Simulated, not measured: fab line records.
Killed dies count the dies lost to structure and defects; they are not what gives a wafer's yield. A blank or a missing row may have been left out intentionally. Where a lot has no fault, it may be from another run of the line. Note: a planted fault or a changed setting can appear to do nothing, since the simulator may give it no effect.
A lot that was struck, set against a sound lot -- flow sfq-line -- 13 steps out of a route of 325
Sound: the wafers L785.2, L785.3, L785.4. Struck: wafers L792.4, L792.6 (left out: L792.5, a lot-mate that was not struck); the cause follows at the end.
Order at every step that has rows: each side's tool, ch and its chambers, its first start. Under that, the readings that differ: sound wafers -- struck wafers -- difference of the means -- sigmas: that difference in standard deviations of wafers without a fault.
alike: a reading whose means differ by less than 2 such deviations, as well as words and numbers matching on both sides. not compared: withheld readings; readings where some wafer has no value; bounds like >300 that might hide an equal value; numbers whose values overlap and for which the record gives no deviation.
The two part at a step that has a row with sigmas, a row that says differs or no value, or rows on one side only. Numbers that don't overlap but have no deviation are shown without sigmas and don't part them. A reading that every wafer of one side lacks parts them only if that side has two wafers or more.

first, 1 step without rows for these wafers: SFQ_TRILAYER_M6_DEP_PRE_CLEAN_158 (time 22.5 s).
SFQ_TRILAYER_M6_DEP_SPUTTER_157: material Nb, target thk 200 nm, time 133.3 s.
  sound: pvd-sputter-03 at day 77 08:41; struck: pvd-sputter-06 at day 79 02:28
  alike: throttle-valve-pct
SFQ_M6_RS_MEAS_938: measurement is done with a four-point probe.
  sound: film-metro-03 at day 77 08:48; struck: film-metro-02 at day 79 02:37
  alike: M6_NB_RS
then, 6 steps without rows for these wafers: SFQ_TRILAYER_M6_LITHO_COAT_164 (resist thk 60.96 nm); SFQ_TRILAYER_M6_LITHO_COAT_159 (resist thk 600 nm); SFQ_TRILAYER_M6_LITHO_SOFTBAKE_163; SFQ_TRILAYER_M6_LITHO_EXPOSE_160 (exposes mask M6, target cd 500 nm); SFQ_TRILAYER_M6_LITHO_PEB_162 (peb time 60 s); SFQ_TRILAYER_M6_LITHO_DEVELOP_161 (time 60 s).
SFQ_M6_OVL_MEAS_940:
  sound: overlay-02 at day 77 18:22; struck: overlay-01 at day 79 05:29
  alike: M6_OVL
SFQ_TRILAYER_M6_BARC_OPEN_METAL_ETCH_206: etches BARC in O2, target depth 125 nm, time 41.7 s.
  sound on rie-metal-03 ch 0,1, day 77 18:23; struck on rie-metal-01 ch 0, day 79 05:31
  alike: chamber-pressure-mTorr, drypump-motor-current-A, oes-product-au
  not compared: rf-hours-counter-h
SFQ_TRILAYER_M6_ETCH_METAL_ETCH_162: etches Nb in Cl2/Ar, stops on SiO2, target depth 240 nm, time 120 s.
  sound on rie-metal-03 ch 0,1, day 77 18:27; struck on rie-metal-01 ch 0, day 79 05:36
reading,sound,struck,difference,sigmas
chamber-pressure-mTorr (mTorr),9.999 9.989 10.003,7.997 8.002,-1.997,-99 or more
  alike: drypump-motor-current-A, oes-product-au
  not compared: rf-hours-counter-h
SFQ_TRILAYER_M6_STRIP_STRIP_163: strips in O2.
  sound on rie-metal-03 ch 0,1, day 77 18:35; struck on rie-metal-01 ch 0, day 79 05:53
  alike: drypump-motor-current-A, oes-product-au
  not compared: rf-hours-counter-h

## WHERE THEY PART
Only at SFQ_TRILAYER_M6_ETCH_METAL_ETCH_162, within this record. Later steps at which nothing parts them and some readings are alike: SFQ_TRILAYER_M6_STRIP_STRIP_163.

WHY: whatever the simulator had introduced
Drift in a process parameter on rie-metal-01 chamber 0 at SFQ_TRILAYER_M6_ETCH_METAL_ETCH_162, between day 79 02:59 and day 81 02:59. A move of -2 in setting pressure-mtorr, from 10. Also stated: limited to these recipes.
